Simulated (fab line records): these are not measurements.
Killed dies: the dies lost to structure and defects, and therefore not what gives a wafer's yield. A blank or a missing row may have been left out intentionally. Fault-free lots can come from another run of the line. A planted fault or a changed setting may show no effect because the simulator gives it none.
fab line records :: flow sfqLine
[record]
  lots = 5
  wafers = 27
route steps=325 shown M7@293 M8@320
startH: hours from the record's first day to the start of the lot's first wafer shown :: waitH: how many hours have passed since the lot's step before this one :: " identical to the entry in the row above :: L1.1+2: a row that stands for several wafers :: - no value present, or no start provided :: * or withheld: withheld :: < > ~ a bound
route shown NAME@n: NAME is a module with steps in the file, n the number in the route of the first one :: usual: mean/standard deviation of fault-free wafers :: same: alike in all rows :: chamber/n: place in a boat :: sites: per-site readings :: _std_site: how widely they spread, as a standard deviation :: _edge_site: the outer-site mean with the inner-site mean subtracted :: radiusMm: for every site, how far away it sits from the centre of the wafer :: mask NAME#n: copy n :: behind: the last tool/chamber to shape the wafer :: hold: the reason the lot was held/the length of the hold in hours/how it ended :: device: names the non-switching transistor (n, p or np) :: end of line: tests of these same wafers at the route's end :: where a step has no rows: the recipe by itself :: killed: at the first sort, the dies lost to defects and structure; wafer yield is something else :: map: dies across one wafer; x = killed, . = not, _ = none there
set.NAME: the setting that was run; set.NAME@STEP: the one run at that earlier step :: model.NAME: the simulator's own value behind a step, which no gauge read
lots whose settings were changed on purpose; a table a step, a row a wafer
[[steps]]
[step SFQ_TRILAYER_M7_ETCH_METAL_ETCH_180]
[recipe]
  target = Nb
  stopOn = SiO2
  maskMaterial = PR
  chemistry = Cl2/Ar
  targetDepthNm = 240
  icpW = 600
  biasW = 80
  pressureMtorr = 10
  timeS = 120
[usual]
  oesProductAu = 0.895/0.0063
lot.wafer: L077.1
tool: rieMetal-03
chamber: 1
startH: 1763.93
waitH: 0.0
set.timeS: 120
oesProductAu: 0.888
model.M7.featureDepthNm: 197.8
model.KrF_of_TRILAYER_M7_LITHO_COAT_177.thkNm: 379
model.etch.depthNm: 197.8

lot.wafer: L077.2
tool: rieMetal-03
chamber: 0
startH: 1763.93
waitH: 0.0
set.timeS: 120
oesProductAu: 0.897
model.M7.featureDepthNm: 198.8
model.KrF_of_TRILAYER_M7_LITHO_COAT_177.thkNm: 377
model.etch.depthNm: 198.8

lot.wafer: L077.3
tool: rieMetal-03
chamber: 0
startH: 1763.93
waitH: 0.0
set.timeS: 120
oesProductAu: 0.878
model.M7.featureDepthNm: 195.2
model.KrF_of_TRILAYER_M7_LITHO_COAT_177.thkNm: 376.4
model.etch.depthNm: 195.2

lot.wafer: L078.1
tool: rieMetal-02
chamber: 0
startH: 1769.93
waitH: 0.0
set.timeS: 67.43
oesProductAu: 1.005
model.M7.featureDepthNm: 135.3
model.KrF_of_TRILAYER_M7_LITHO_COAT_177.thkNm: 441.3
model.etch.depthNm: 135.3

lot.wafer: L078.2
tool: rieMetal-02
chamber: 1
startH: 1769.93
waitH: 0.0
set.timeS: 120
oesProductAu: 0.898
model.M7.featureDepthNm: 202.1
model.KrF_of_TRILAYER_M7_LITHO_COAT_177.thkNm: 380.9
model.etch.depthNm: 202.1

lot.wafer: L078.3
tool: rieMetal-02
chamber: 1
startH: 1769.93
waitH: 0.0
set.timeS: 67.43
oesProductAu: 0.986
model.M7.featureDepthNm: 134
model.KrF_of_TRILAYER_M7_LITHO_COAT_177.thkNm: 444.6
model.etch.depthNm: 134

lot.wafer: L078.4
tool: rieMetal-02
chamber: 0
startH: 1769.93
waitH: 0.0
set.timeS: 67.43
oesProductAu: 1.003
model.M7.featureDepthNm: 135.1
model.KrF_of_TRILAYER_M7_LITHO_COAT_177.thkNm: 442.5
model.etch.depthNm: 135.1

lot.wafer: L078.5
tool: rieMetal-02
chamber: 1
startH: 1769.93
waitH: 0.0
set.timeS: 120
oesProductAu: 0.892
model.M7.featureDepthNm: 201.6
model.KrF_of_TRILAYER_M7_LITHO_COAT_177.thkNm: 383.3
model.etch.depthNm: 201.6

lot.wafer: L078.6
tool: rieMetal-02
chamber: 0
startH: 1769.93
waitH: 0.0
set.timeS: 120
oesProductAu: 0.902
model.M7.featureDepthNm: 202
model.KrF_of_TRILAYER_M7_LITHO_COAT_177.thkNm: 379.5
model.etch.depthNm: 202

lot.wafer: L079.1
tool: rieMetal-03
chamber: 1
startH: 1779.53
waitH: 0.0
set.timeS: 120
oesProductAu: 0.903
model.M7.featureDepthNm: 201.8
model.KrF_of_TRILAYER_M7_LITHO_COAT_177.thkNm: 380.2
model.etch.depthNm: -

lot.wafer: L079.2
tool: rieMetal-03
chamber: 0
startH: 1779.53
waitH: 0.0
set.timeS: 99.3
oesProductAu: 0.994
model.M7.featureDepthNm: 201
model.KrF_of_TRILAYER_M7_LITHO_COAT_177.thkNm: 404.4
model.etch.depthNm: 201

lot.wafer: L079.3
tool: rieMetal-03
chamber: 0
startH: 1779.53
waitH: 0.0
set.timeS: 99.3
oesProductAu: 0.984
model.M7.featureDepthNm: 199.7
model.KrF_of_TRILAYER_M7_LITHO_COAT_177.thkNm: 406.5
model.etch.depthNm: -

lot.wafer: L079.4
tool: rieMetal-03
chamber: 1
startH: 1779.53
waitH: 0.0
set.timeS: 120
oesProductAu: 0.909
model.M7.featureDepthNm: 202.1
model.KrF_of_TRILAYER_M7_LITHO_COAT_177.thkNm: 383.4
model.etch.depthNm: -

lot.wafer: L079.5
tool: rieMetal-03
chamber: 0
startH: 1779.53
waitH: 0.0
set.timeS: 120
oesProductAu: 0.902
model.M7.featureDepthNm: 201.3
model.KrF_of_TRILAYER_M7_LITHO_COAT_177.thkNm: 380.1
model.etch.depthNm: 201.3

lot.wafer: L079.6
tool: rieMetal-03
chamber: 1
startH: 1779.53
waitH: 0.0
set.timeS: 99.3
oesProductAu: 0.995
model.M7.featureDepthNm: 198.9
model.KrF_of_TRILAYER_M7_LITHO_COAT_177.thkNm: 408
model.etch.depthNm: 198.9

lot.wafer: L081.1
tool: rieMetal-01
chamber: 1
startH: 1812.03
waitH: 0.0
set.timeS: 120
oesProductAu: 0.886
model.M7.featureDepthNm: 200.5
model.KrF_of_TRILAYER_M7_LITHO_COAT_177.thkNm: 382.4
model.etch.depthNm: -

lot.wafer: L081.2
tool: rieMetal-01
chamber: 0
startH: 1812.03
waitH: 0.0
set.timeS: 120
oesProductAu: 0.892
model.M7.featureDepthNm: 199
model.KrF_of_TRILAYER_M7_LITHO_COAT_177.thkNm: 383.4
model.etch.depthNm: 199

lot.wafer: L081.3
tool: rieMetal-01
chamber: 1
startH: 1812.03
waitH: 0.0
set.timeS: 120
oesProductAu: 0.896
model.M7.featureDepthNm: 201.8
model.KrF_of_TRILAYER_M7_LITHO_COAT_177.thkNm: 382.2
model.etch.depthNm: -

lot.wafer: L081.4
tool: rieMetal-01
chamber: 0
startH: 1812.03
waitH: 0.0
set.timeS: 120
oesProductAu: 0.896
model.M7.featureDepthNm: 201.3
model.KrF_of_TRILAYER_M7_LITHO_COAT_177.thkNm: 383.2
model.etch.depthNm: 201.3

lot.wafer: L081.5
tool: rieMetal-01
chamber: 0
startH: 1812.03
waitH: 0.0
set.timeS: 120
oesProductAu: 0.896
model.M7.featureDepthNm: 200.3
model.KrF_of_TRILAYER_M7_LITHO_COAT_177.thkNm: 385.1
model.etch.depthNm: -

lot.wafer: L081.6
tool: rieMetal-01
chamber: 1
startH: 1812.03
waitH: 0.0
set.timeS: 120
oesProductAu: 0.900
model.M7.featureDepthNm: 200.5
model.KrF_of_TRILAYER_M7_LITHO_COAT_177.thkNm: 384.5
model.etch.depthNm: 200.5

lot.wafer: L082.1
tool: rieMetal-03
chamber: 0
startH: 1828.83
waitH: 0.0
set.timeS: 120
oesProductAu: 0.911
model.M7.featureDepthNm: 202.8
model.KrF_of_TRILAYER_M7_LITHO_COAT_177.thkNm: 381.7
model.etch.depthNm: 202.8

lot.wafer: L082.2
tool: rieMetal-03
chamber: 1
startH: 1828.83
waitH: 0.0
set.timeS: 48.58
oesProductAu: 1.001
model.M7.featureDepthNm: 97.65
model.KrF_of_TRILAYER_M7_LITHO_COAT_177.thkNm: 462.5
model.etch.depthNm: 97.65

lot.wafer: L082.3
tool: rieMetal-03
chamber: 1
startH: 1828.83
waitH: 0.0
set.timeS: 48.58
oesProductAu: 0.992
model.M7.featureDepthNm: 96.26
model.KrF_of_TRILAYER_M7_LITHO_COAT_177.thkNm: 463.6
model.etch.depthNm: -

lot.wafer: L082.4
tool: rieMetal-03
chamber: 0
startH: 1828.83
waitH: 0.0
set.timeS: 48.58
oesProductAu: 1.000
model.M7.featureDepthNm: 96.58
model.KrF_of_TRILAYER_M7_LITHO_COAT_177.thkNm: 463.8
model.etch.depthNm: -

lot.wafer: L082.5
tool: rieMetal-03
chamber: 0
startH: 1828.83
waitH: 0.0
set.timeS: 120
oesProductAu: 0.896
model.M7.featureDepthNm: 199
model.KrF_of_TRILAYER_M7_LITHO_COAT_177.thkNm: 381.4
model.etch.depthNm: 199

lot.wafer: L082.6
tool: rieMetal-03
chamber: 1
startH: 1828.83
waitH: 0.0
set.timeS: 120
oesProductAu: 0.906
model.M7.featureDepthNm: 201.4
model.KrF_of_TRILAYER_M7_LITHO_COAT_177.thkNm: 378.8
model.etch.depthNm: -
[step SFQ_TRILAYER_M8_DEP_EVAP_198]
[recipe]
  material = Pt
  angularSpreadDeg = 1
  targetThkNm = 50
  timeS = 250
  powerW = 2000
lot.wafer: L077.1
tool: pvdSputter-01
chamber: -
startH: 1959.48
waitH: 0.0
set.timeS: 250
model.Pt_of_TRILAYER_M8_DEP_EVAP_198.thkNm: 50.05

lot.wafer: L077.2
tool: pvdSputter-01
chamber: -
startH: 1959.48
waitH: 0.0
set.timeS: 250
model.Pt_of_TRILAYER_M8_DEP_EVAP_198.thkNm: 50.03

lot.wafer: L077.3
tool: pvdSputter-01
chamber: -
startH: 1959.48
waitH: 0.0
set.timeS: 250
model.Pt_of_TRILAYER_M8_DEP_EVAP_198.thkNm: 50.13

lot.wafer: L078.1
tool: pvdSputter-02
chamber: -
startH: 1964.28
waitH: 0.0
set.timeS: 250
model.Pt_of_TRILAYER_M8_DEP_EVAP_198.thkNm: 49.73

lot.wafer: L078.2
tool: pvdSputter-02
chamber: -
startH: 1964.28
waitH: 0.0
set.timeS: 250
model.Pt_of_TRILAYER_M8_DEP_EVAP_198.thkNm: 49.68

lot.wafer: L078.3
tool: pvdSputter-02
chamber: -
startH: 1964.28
waitH: 0.0
set.timeS: 250
model.Pt_of_TRILAYER_M8_DEP_EVAP_198.thkNm: 49.44

lot.wafer: L078.4
tool: pvdSputter-02
chamber: -
startH: 1964.28
waitH: 0.0
set.timeS: 250
model.Pt_of_TRILAYER_M8_DEP_EVAP_198.thkNm: 50.29

lot.wafer: L078.5
tool: pvdSputter-02
chamber: -
startH: 1964.28
waitH: 0.0
set.timeS: 250
model.Pt_of_TRILAYER_M8_DEP_EVAP_198.thkNm: 49.53

lot.wafer: L078.6
tool: pvdSputter-02
chamber: -
startH: 1964.28
waitH: 0.0
set.timeS: 250
model.Pt_of_TRILAYER_M8_DEP_EVAP_198.thkNm: 49.87

lot.wafer: L079.1
tool: pvdSputter-01
chamber: -
startH: 1971.48
waitH: 0.0
set.timeS: 250
model.Pt_of_TRILAYER_M8_DEP_EVAP_198.thkNm: 49.27

lot.wafer: L079.2
tool: pvdSputter-01
chamber: -
startH: 1971.48
waitH: 0.0
set.timeS: 301.8
model.Pt_of_TRILAYER_M8_DEP_EVAP_198.thkNm: 59.7

lot.wafer: L079.3
tool: pvdSputter-01
chamber: -
startH: 1971.48
waitH: 0.0
set.timeS: 250
model.Pt_of_TRILAYER_M8_DEP_EVAP_198.thkNm: 49.25

lot.wafer: L079.4
tool: pvdSputter-01
chamber: -
startH: 1971.48
waitH: 0.0
set.timeS: 250
model.Pt_of_TRILAYER_M8_DEP_EVAP_198.thkNm: 48.98

lot.wafer: L079.5
tool: pvdSputter-01
chamber: -
startH: 1971.48
waitH: 0.0
set.timeS: 301.8
model.Pt_of_TRILAYER_M8_DEP_EVAP_198.thkNm: 59.71

lot.wafer: L079.6
tool: pvdSputter-01
chamber: -
startH: 1971.48
waitH: 0.0
set.timeS: 301.8
model.Pt_of_TRILAYER_M8_DEP_EVAP_198.thkNm: 59.76

lot.wafer: L081.1
tool: pvdSputter-01
chamber: -
startH: 2011.20
waitH: 0.0
set.timeS: 250
model.Pt_of_TRILAYER_M8_DEP_EVAP_198.thkNm: 49.72

lot.wafer: L081.2
tool: pvdSputter-01
chamber: -
startH: 2011.20
waitH: 0.0
set.timeS: 181.1
model.Pt_of_TRILAYER_M8_DEP_EVAP_198.thkNm: 35.4

lot.wafer: L081.3
tool: pvdSputter-01
chamber: -
startH: 2011.20
waitH: 0.0
set.timeS: 250
model.Pt_of_TRILAYER_M8_DEP_EVAP_198.thkNm: 49.34

lot.wafer: L081.4
tool: pvdSputter-01
chamber: -
startH: 2011.20
waitH: 0.0
set.timeS: 181.1
model.Pt_of_TRILAYER_M8_DEP_EVAP_198.thkNm: 35.41

lot.wafer: L081.5
tool: pvdSputter-01
chamber: -
startH: 2011.20
waitH: 0.0
set.timeS: 181.1
model.Pt_of_TRILAYER_M8_DEP_EVAP_198.thkNm: 35.31

lot.wafer: L081.6
tool: pvdSputter-01
chamber: -
startH: 2011.20
waitH: 0.0
set.timeS: 250
model.Pt_of_TRILAYER_M8_DEP_EVAP_198.thkNm: 49.24

lot.wafer: L082.1
tool: pvdSputter-01
chamber: -
startH: 2028.13
waitH: 0.0
set.timeS: 250
model.Pt_of_TRILAYER_M8_DEP_EVAP_198.thkNm: 49.87

lot.wafer: L082.2
tool: pvdSputter-01
chamber: -
startH: 2028.13
waitH: 0.0
set.timeS: 288.4
model.Pt_of_TRILAYER_M8_DEP_EVAP_198.thkNm: 57.19

lot.wafer: L082.3
tool: pvdSputter-01
chamber: -
startH: 2028.13
waitH: 0.0
set.timeS: 288.4
model.Pt_of_TRILAYER_M8_DEP_EVAP_198.thkNm: 57.47

lot.wafer: L082.4
tool: pvdSputter-01
chamber: -
startH: 2028.13
waitH: 0.0
set.timeS: 250
model.Pt_of_TRILAYER_M8_DEP_EVAP_198.thkNm: 49.94

lot.wafer: L082.5
tool: pvdSputter-01
chamber: -
startH: 2028.13
waitH: 0.0
set.timeS: 250
model.Pt_of_TRILAYER_M8_DEP_EVAP_198.thkNm: 49.89

lot.wafer: L082.6
tool: pvdSputter-01
chamber: -
startH: 2028.13
waitH: 0.0
set.timeS: 288.4
model.Pt_of_TRILAYER_M8_DEP_EVAP_198.thkNm: 57.38
[[key]]
[split]
  step = SFQ_TRILAYER_M7_ETCH_METAL_ETCH_180
  setting = timeS
  stated = 120
  by = wafer
[response]
  step = SFQ_TRILAYER_M7_ETCH_METAL_ETCH_180
  reading = oesProductAu
  change = -0.00199
  per = 1%
  r = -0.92
[response]
  step = SFQ_TRILAYER_M7_ETCH_METAL_ETCH_180
  reading = model.M7.featureDepthNm
  change = +1.59
  per = 1%
  r = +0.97
[response]
  step = SFQ_TRILAYER_M7_ETCH_METAL_ETCH_180
  reading = model.KrF_of_TRILAYER_M7_LITHO_COAT_177.thkNm
  change = -1.4
  per = 1%
  r = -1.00
[response]
  step = SFQ_TRILAYER_M7_ETCH_METAL_ETCH_180
  reading = model.etch.depthNm
  change = +1.57
  per = 1%
  r = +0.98
[split]
  step = SFQ_TRILAYER_M8_DEP_EVAP_198
  setting = timeS
  stated = 250
  by = wafer
[response]
  step = SFQ_TRILAYER_M8_DEP_EVAP_198
  reading = model.Pt_of_TRILAYER_M8_DEP_EVAP_198.thkNm
  change = +0.506
  per = 1%
  r = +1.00
